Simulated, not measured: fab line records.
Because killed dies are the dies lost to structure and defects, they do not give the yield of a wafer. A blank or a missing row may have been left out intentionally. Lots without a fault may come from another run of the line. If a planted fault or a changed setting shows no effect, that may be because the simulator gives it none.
fab line records	flow sky130
[record] lots = 12	wafers = 36	last-day = 50
route steps=708 shown PWDE@53 NWELL@81 SONOS_TUNNEL@162 PAD_OPEN@708
lots untouched by any fault: they come from a run of this same line in which no faults occurred
start-h: the number of hours between the record's first day and the start of the first shown wafer of the lot	wait-h: hours since the lot's step before	" identical to the entry in the row above	L1.1+2: a single row standing in for several wafers	- no value present, or no start provided	* or withheld: withheld	< > ~ a bound
route shown NAME@n: names a module that has steps shown in the file, with the first one's number in the route	usual: mean/standard deviation of fault-free wafers	same: alike in all rows	chamber/n: place in a boat	sites: per-site readings	_std_site: how widely they spread, as a standard deviation	_edge_site: the outer-site mean with the inner-site mean subtracted	radius-mm: how far each site lies from the wafer's centre	mask NAME#n: copy n	behind: the most recent tool/chamber to have shaped the wafer	hold: why the lot was held/for how many hours/how that ended	device: transistor that didn't switch, given as n, p or np	end of line: the route-end tests of the same wafers	a step given without rows: its recipe and nothing more	killed: at the first sort, the dies lost to defects and structure; wafer yield is something else	map: shows each die of a wafer: x if killed, . if not, _ if none is there
set.NAME: the setting the step ran with; set.NAME@STEP: the setting that earlier step ran with	model.NAME: the simulator's own value behind a step, which no gauge read
one table for each step of the route and one row for each wafer, over a sample of lots
services: when a tool's chamber went out of use (start-h, in hours from the record's first day, below 0 if earlier), for how many hours, and the reason
[[steps]]
[step SKY_PWDE_IMPLANT_08]
[recipe] species = B	energy-kev = 152.7	dose-cm2 = 3.6e+12	tilt-deg = withheld
[usual] dose-ions-cm2 = 3.599e+12/3.7e+09	faraday-current-uA = 20.4/0.43
lot.wafer	tool	chamber	start-h	wait-h	dose-ions-cm2	faraday-current-uA
L376.2	implanter-04	0	68.00	0.0	3.604e+12	20.0
L376.3	"	0	"	"	3.595e+12	20.1
L376.4	"	0	"	"	3.61e+12	19.7
L377.2	implanter-01	0	75.28	0.0	3.597e+12	20.8
L377.3	"	0	"	"	3.594e+12	19.6
L377.5	"	0	"	"	3.595e+12	20.8
L378.1	implanter-02	0	79.43	0.0	3.596e+12	20.4
L378.2	"	0	"	"	3.593e+12	20.3
L378.6	"	0	"	"	3.6e+12	20.1
L379.2	implanter-01	0	83.80	0.0	3.603e+12	20.8
L379.4	"	0	"	"	3.605e+12	20.0
L379.6	"	0	"	"	3.608e+12	20.9
L380.1	implanter-02	0	90.97	0.0	3.598e+12	19.8
L380.5	"	0	"	"	3.593e+12	20.8
L380.6	"	0	"	"	3.599e+12	20.4
L388.1	implanter-02	0	139.31	0.0	6.311e+12	36.3
L388.4	"	0	"	"	6.313e+12	35.0
L388.5	"	0	"	"	6.307e+12	34.9
L389.4	implanter-02	0	144.34	0.1	6.31e+12	35.6
L389.5	"	0	"	"	6.306e+12	35.9
L389.6	"	0	"	"	6.309e+12	35.2
L390.4	implanter-02	0	148.08	0.1	6.309e+12	36.0
L390.5	"	0	"	"	6.312e+12	36.0
L390.6	"	0	"	"	6.314e+12	35.6
L391.2	implanter-01	0	156.04	0.0	3.594e+12	20.3
L391.4	"	0	"	"	3.6e+12	20.6
L391.6	"	0	"	"	3.601e+12	20.4
L392.1	implanter-01	0	162.33	0.0	3.6e+12	20.9
L392.5	"	0	"	"	3.605e+12	20.4
L392.6	"	0	"	"	3.606e+12	20.6
L397.1	implanter-04	0	190.92	0.0	3.597e+12	20.7
L397.4	"	0	"	"	3.599e+12	20.5
L397.5	"	0	"	"	3.599e+12	20.8
L399.1	implanter-01	0	195.07	0.0	3.599e+12	20.7
L399.4	"	0	"	"	3.605e+12	19.9
L399.5	"	0	"	"	3.61e+12	20.7
[step SKY_PWDE_TW_MEAS_10]
[usual] PWDE_TW = 377.0/1.9
lot.wafer	tool	chamber	start-h	wait-h	PWDE_TW
L376.2	film-metro-04	-	68.23	0.1	374.8
L376.3	"	-	"	"	375.0
L376.4	"	-	"	"	376.7
L377.2	film-metro-01	-	75.52	0.1	375.9
L377.3	"	-	"	"	378.1
L377.5	"	-	"	"	377.4
L378.1	film-metro-01	-	79.68	0.1	377.2
L378.2	"	-	"	"	376.9
L378.6	"	-	"	"	376.4
L379.2	film-metro-02	-	84.03	0.1	376.3
L379.4	"	-	"	"	375.8
L379.6	"	-	"	"	375.3
L380.1	film-metro-01	-	91.22	0.1	376.7
L380.5	"	-	"	"	375.5
L380.6	"	-	"	"	378.2
L388.1	film-metro-01	-	139.56	0.1	449.9
L388.4	"	-	"	"	448.7
L388.5	"	-	"	"	447.5
L389.4	film-metro-02	-	144.55	0.1	448.8
L389.5	"	-	"	"	448.2
L389.6	"	-	"	"	448.3
L390.4	film-metro-02	-	148.29	0.1	448.1
L390.5	"	-	"	"	451.4
L390.6	"	-	"	"	446.0
L391.2	film-metro-02	-	156.28	0.1	376.0
L391.4	"	-	"	"	375.9
L391.6	"	-	"	"	375.8
L392.1	film-metro-01	-	162.58	0.1	376.4
L392.5	"	-	"	"	375.7
L392.6	"	-	"	"	375.9
L397.1	film-metro-04	-	191.17	0.1	375.2
L397.4	"	-	"	"	373.9
L397.5	"	-	"	"	373.6
L399.1	film-metro-02	-	195.32	0.1	376.5
L399.4	"	-	"	"	376.8
L399.5	"	-	"	"	380.1
[step SKY_NWELL_RTA_28]
[recipe] temp-c = 1050	time-s = 30	idle-temp-c = 650	ramp-up-c-per-s = 150	ramp-down-c-per-s = 90	ambient = N2
[usual] lamp-power-pct = 25.31/0.057	wafer_temp_C_max = 1054.9/1
lot.wafer	tool	chamber	start-h	wait-h	lamp-power-pct	wafer_temp_C_max
L376.2	rtp-anneal-02	0	101.53	0.0	25.28	1054.1
L376.3	"	0	"	"	25.26	1054.5
L376.4	"	0	"	"	25.26	1055.0
L377.2	rtp-anneal-01	0	109.15	0.0	25.27	1055.8
L377.3	"	0	"	"	25.32	1054.8
L377.5	"	0	"	"	25.24	1053.9
L378.1	rtp-anneal-01	0	113.68	0.0	25.40	1054.4
L378.2	"	0	"	"	25.22	1056.4
L378.6	"	0	"	"	25.41	1056.3
L379.2	rtp-anneal-01	0	119.03	0.0	25.28	1054.5
L379.4	"	0	"	"	25.26	1054.8
L379.6	"	0	"	"	25.29	1055.6
L380.1	rtp-anneal-01	0	126.23	0.0	25.32	1055.1
L380.5	"	0	"	"	25.19	1054.6
L380.6	"	0	"	"	25.39	1055.7
L388.1	rtp-anneal-02	0	179.82	0.0	25.37	1054.6
L388.4	"	0	"	"	25.24	1053.6
L388.5	"	0	"	"	25.34	1053.4
L389.4	rtp-anneal-02	0	186.32	0.1	25.23	1055.6
L389.5	"	0	"	"	25.36	1055.7
L389.6	"	0	"	"	25.27	1054.5
L390.4	rtp-anneal-01	0	190.38	0.1	25.34	1055.6
L390.5	"	0	"	"	25.25	1054.0
L390.6	"	0	"	"	25.27	1055.3
L391.2	rtp-anneal-02	0	199.58	0.0	25.34	1054.0
L391.4	"	0	"	"	25.30	1054.6
L391.6	"	0	"	"	25.26	1054.1
L392.1	rtp-anneal-01	0	205.12	0.0	25.37	1053.8
L392.5	"	0	"	"	25.32	1054.3
L392.6	"	0	"	"	25.36	1056.8
L397.1	rtp-anneal-01	0	237.33	0.0	25.34	1055.6
L397.4	"	0	"	"	25.24	1055.4
L397.5	"	0	"	"	25.24	1054.3
L399.1	rtp-anneal-02	0	241.12	0.0	25.31	1054.8
L399.4	"	0	"	"	25.33	1053.3
L399.5	"	0	"	"	25.30	1055.0
[step SKY_NWELL_RS_MEAS_31]
[recipe] thk-meas-gauge = four-point-probe
[usual] PWDE_RS = 5271/15
lot.wafer	tool	chamber	start-h	wait-h	PWDE_RS[ohm/sq]
L376.2	film-metro-04	-	101.88	0.1	5262
L376.3	"	-	"	"	5252
L376.4	"	-	"	"	5263
L377.2	film-metro-01	-	109.49	0.1	5277
L377.3	"	-	"	"	5282
L377.5	"	-	"	"	5259
L378.1	film-metro-04	-	114.02	0.1	5275
L378.2	"	-	"	"	5287
L378.6	"	-	"	"	5302
L379.2	film-metro-02	-	119.38	0.1	5267
L379.4	"	-	"	"	5270
L379.6	"	-	"	"	5277
L380.1	film-metro-01	-	126.57	0.1	5313
L380.5	"	-	"	"	5282
L380.6	"	-	"	"	5294
L388.1	film-metro-01	-	180.16	0.1	3426
L388.4	"	-	"	"	3420
L388.5	"	-	"	"	3425
L389.4	film-metro-04	-	186.67	0.1	3432
L389.5	"	-	"	"	3433
L389.6	"	-	"	"	3427
L390.4	film-metro-02	-	190.73	0.1	3432
L390.5	"	-	"	"	3427
L390.6	"	-	"	"	3426
L391.2	film-metro-02	-	199.93	0.1	5280
L391.4	"	-	"	"	5280
L391.6	"	-	"	"	5280
L392.1	film-metro-04	-	205.46	0.1	5285
L392.5	"	-	"	"	5268
L392.6	"	-	"	"	5262
L397.1	film-metro-02	-	237.67	0.1	5265
L397.4	"	-	"	"	5279
L397.5	"	-	"	"	5257
L399.1	film-metro-01	-	241.46	0.1	5235
L399.4	"	-	"	"	5247
L399.5	"	-	"	"	5229
[step SKY_SONOS_TUNNEL_OVL_MEAS_08]
[usual] SONOS_TUNNEL_OVL = 0.6/1.6
lot.wafer	tool	chamber	start-h	wait-h	SONOS_TUNNEL_OVL[nm]
L376.2	overlay-01	-	246.01	0.1	-0.4
L376.3	"	-	"	"	-1.9
L376.4	"	-	"	"	1.0
L377.2	overlay-01	-	258.07	0.1	1.7
L377.3	"	-	"	"	1.6
L377.5	"	-	"	"	-0.1
L378.1	overlay-01	-	262.55	0.1	0.2
L378.2	"	-	"	"	0.5
L378.6	"	-	"	"	2.1
L379.2	overlay-02	-	270.96	0.1	-0.7
L379.4	"	-	"	"	-1.4
L379.6	"	-	"	"	-0.2
L380.1	overlay-02	-	281.35	0.1	1.1
L380.5	"	-	"	"	-0.7
L380.6	"	-	"	"	0.2
L388.1	overlay-01	-	351.30	0.1	2.2
L388.4	"	-	"	"	3.7
L388.5	"	-	"	"	1.8
L389.4	overlay-02	-	357.38	0.1	0.5
L389.5	"	-	"	"	3.7
L389.6	"	-	"	"	2.3
L390.4	overlay-02	-	363.62	0.1	-0.3
L390.5	"	-	"	"	-1.6
L390.6	"	-	"	"	-0.3
L391.2	overlay-01	-	374.27	0.1	1.6
L391.4	"	-	"	"	0.2
L391.6	"	-	"	"	1.7
L392.1	overlay-01	-	381.65	0.1	1.9
L392.5	"	-	"	"	1.7
L392.6	"	-	"	"	1.3
L397.1	overlay-01	-	423.85	0.1	0.9
L397.4	"	-	"	"	0.4
L397.5	"	-	"	"	2.4
L399.1	overlay-01	-	429.50	0.1	0.8
L399.4	"	-	"	"	1.6
L399.5	"	-	"	"	-2.1
[step SKY_SONOS_TUNNEL_TW_MEAS_12]
[usual] SONOS_TUNNEL_TW = 198.1/1.3
lot.wafer	tool	chamber	start-h	wait-h	SONOS_TUNNEL_TW
L376.2	film-metro-03	-	246.46	0.0	197.2
L376.3	"	-	"	"	196.9
L376.4	"	-	"	"	196.1
L377.2	film-metro-02	-	258.52	0.0	199.8
L377.3	"	-	"	"	199.4
L377.5	"	-	"	"	199.8
L378.1	film-metro-02	-	263.04	0.0	200.3
L378.2	"	-	"	"	200.1
L378.6	"	-	"	"	200.8
L379.2	film-metro-04	-	271.42	0.0	197.1
L379.4	"	-	"	"	197.7
L379.6	"	-	"	"	197.1
L380.1	film-metro-02	-	281.80	0.0	200.1
L380.5	"	-	"	"	198.9
L380.6	"	-	"	"	199.1
L388.1	film-metro-03	-	351.75	0.0	196.4
L388.4	"	-	"	"	196.2
L388.5	"	-	"	"	197.3
L389.4	film-metro-03	-	357.84	0.0	196.2
L389.5	"	-	"	"	196.6
L389.6	"	-	"	"	197.8
L390.4	film-metro-03	-	364.08	0.0	197.5
L390.5	"	-	"	"	197.5
L390.6	"	-	"	"	197.5
L391.2	film-metro-04	-	374.80	0.0	197.8
L391.4	"	-	"	"	197.1
L391.6	"	-	"	"	197.4
L392.1	film-metro-03	-	382.19	0.0	197.9
L392.5	"	-	"	"	196.1
L392.6	"	-	"	"	196.9
L397.1	film-metro-03	-	424.32	0.0	197.4
L397.4	"	-	"	"	198.0
L397.5	"	-	"	"	197.1
L399.1	film-metro-02	-	429.96	0.0	198.7
L399.4	"	-	"	"	197.9
L399.5	"	-	"	"	198.4
[step SKY_PAD_OPEN_PROBE_99]
[usual] killed_at_M0_to_M3 = 44/7	killed_at_M4_up = 3.2/2	killed-at-contacts = 25/5.3	killed-at-front-end = 15/4.3	killed-at-other = 0.3/0.54	killed-dies = 86/8.7	killed-open = 47/6.4	killed-short = 39/5.6
[same] gross-dies = 492	killed-at-back-side = 0
lot.wafer	tool	chamber	start-h	wait-h	killed_at_M0_to_M3	killed_at_M4_up	killed-at-contacts	killed-at-front-end	killed-at-other	killed-dies	killed-open	killed-short
L389.4	prober-02	-	1150.14	0.2	29	6	25	11	1	72	28	43
L389.5	prober-02	-	1150.19	0.2	47	5	26	7	0	85	45	40
L389.6	prober-02	-	1150.24	0.2	38	2	29	14	1	84	45	37
L390.4	prober-01	-	1157.16	0.2	37	0	24	14	0	75	45	30
L390.5	prober-01	-	1157.21	0.2	37	2	28	20	0	87	49	38
L390.6	prober-01	-	1157.26	0.2	46	4	22	13	0	85	43	42
L392.1	prober-02	-	1164.32	0.1	32	3	25	14	0	74	41	33
L392.5	prober-02	-	1164.52	0.2	54	5	18	12	0	89	49	40
L392.6	prober-02	-	1164.57	0.2	50	6	26	11	1	94	54	40
// killed by level:class
L389.4 LOCAL_INTERCONNECT:geometric-particle:short=8 CONTACT:geometric-particle:open=7 VIA1:geometric-particle:open=6 METAL4:geometric-particle:short=4 CONTACT:geometric-particle:short=4 METAL2:geometric-particle:short=4 VIA2:geometric-particle:short=4 FIELD_ISO:geometric-particle:open=3
L389.5 VIA1:geometric-particle:open=12 CONTACT:geometric-particle:open=12 METAL2:geometric-particle:short=9 VIA2:geometric-particle:open=6 LI_CONTACT:geometric-particle:open=5 CONTACT:geometric-particle:short=5 METAL1:geometric-particle:short=4 VIA1:geometric-particle:short=4
L389.6 CONTACT:geometric-particle:open=10 VIA1:geometric-particle:open=8 CONTACT:geometric-particle:short=7 VIA3:geometric-particle:open=7 LI_CONTACT:geometric-particle:open=6 VIA2:geometric-particle:short=6 POLY_GATE:geometric-particle:open=5 METAL2:geometric-particle:short=5
L390.4 VIA1:geometric-particle:open=9 VIA2:geometric-particle:open=8 LI_CONTACT:geometric-particle:open=7 CONTACT:geometric-particle:open=7 FIELD_ISO:geometric-particle:open=5 CONTACT:geometric-particle:short=5 METAL1:geometric-particle:short=4 VIA3:geometric-particle:open=4
L390.5 CONTACT:geometric-particle:open=9 CONTACT:geometric-particle:short=9 VIA1:geometric-particle:open=9 FIELD_ISO:geometric-particle:open=8 VIA3:geometric-particle:open=6 VIA2:geometric-particle:open=4 SPACER:geometric-particle:short=3 LI_CONTACT:geometric-particle:open=3
L390.6 VIA1:geometric-particle:short=11 VIA3:geometric-particle:open=7 CONTACT:geometric-particle:open=7 VIA1:geometric-particle:open=7 LI_CONTACT:geometric-particle:open=6 VIA2:geometric-particle:open=6 METAL1:geometric-particle:short=5 LOCAL_INTERCONNECT:geometric-particle:short=4
L392.1 LI_CONTACT:geometric-particle:open=10 METAL1:geometric-particle:short=7 VIA3:geometric-particle:open=6 VIA1:geometric-particle:open=6 FIELD_ISO:geometric-particle:short=5 LI_CONTACT:geometric-particle:short=5 CONTACT:geometric-particle:open=5 VIA2:geometric-particle:open=5
L392.5 VIA1:geometric-particle:open=12 VIA1:geometric-particle:short=10 CONTACT:geometric-particle:open=8 VIA2:geometric-particle:open=7 VIA3:geometric-particle:open=7 LI_CONTACT:geometric-particle:open=5 POLY_GATE:geometric-particle:short=4 VIA3:geometric-particle:short=4
L392.6 VIA1:geometric-particle:open=17 CONTACT:geometric-particle:open=11 LI_CONTACT:geometric-particle:open=9 VIA1:geometric-particle:short=7 LI_CONTACT:geometric-particle:short=5 VIA3:geometric-particle:open=5 METAL1:geometric-particle:short=4 METAL2:geometric-particle:short=4
[[services]]
tool	chamber	start-h	hours	kind
implanter-02	-	68.88	1.6	repair
rtp-anneal-02	-	101.97	64.1	pm
implanter-04	-	102.66	3.0	pm
implanter-02	-	153.38	5.3	repair
implanter-02	-	171.59	1.6	pm
implanter-04	-	235.99	28.4	pm
[[key]]
[first-sign] step = SKY_PWDE_IMPLANT_08	reading = dose-ions-cm2	direction = up	sigmas = 99+	usual = *	struck = *
[effect] step = SKY_PWDE_IMPLANT_08	reading = faraday-current-uA	direction = up	sigmas = 36	usual = 20.4	struck = 35.6
[effect] step = SKY_PWDE_TW_MEAS_10	reading = PWDE_TW	direction = up	sigmas = 37	usual = 377.0	struck = 448.5
[effect] step = SKY_NWELL_RS_MEAS_31	reading = PWDE_RS	direction = down	sigmas = 99+	usual = 5271	struck = 3428
met-at SKY_PWDE_IMPLANT_08
struck-lots L388,L389,L390
tester-left-out L388,L389,L390
not-acting-at SKY_NWELL_RTA_28,SKY_SONOS_TUNNEL_OVL_MEAS_08,SKY_SONOS_TUNNEL_TW_MEAS_12
onset-between 90.97 139.31
[fault] kind = process-parameter-drift	tool = implanter-02	chamber = -	onset-h = 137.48	steps = SKY_PWDE_IMPLANT_08	channel = dose-cm2	offset = *	shape = step	end-h = 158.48	acts-in = *	stated = *
// tester-left-out: of these lots the tester's yield and bins aren't shown, on N5 and GAA mostly nor the transistor test; their killed dies are dies lost to structure and defects alone, not to doping, threshold or leakage, so they don't give the yield
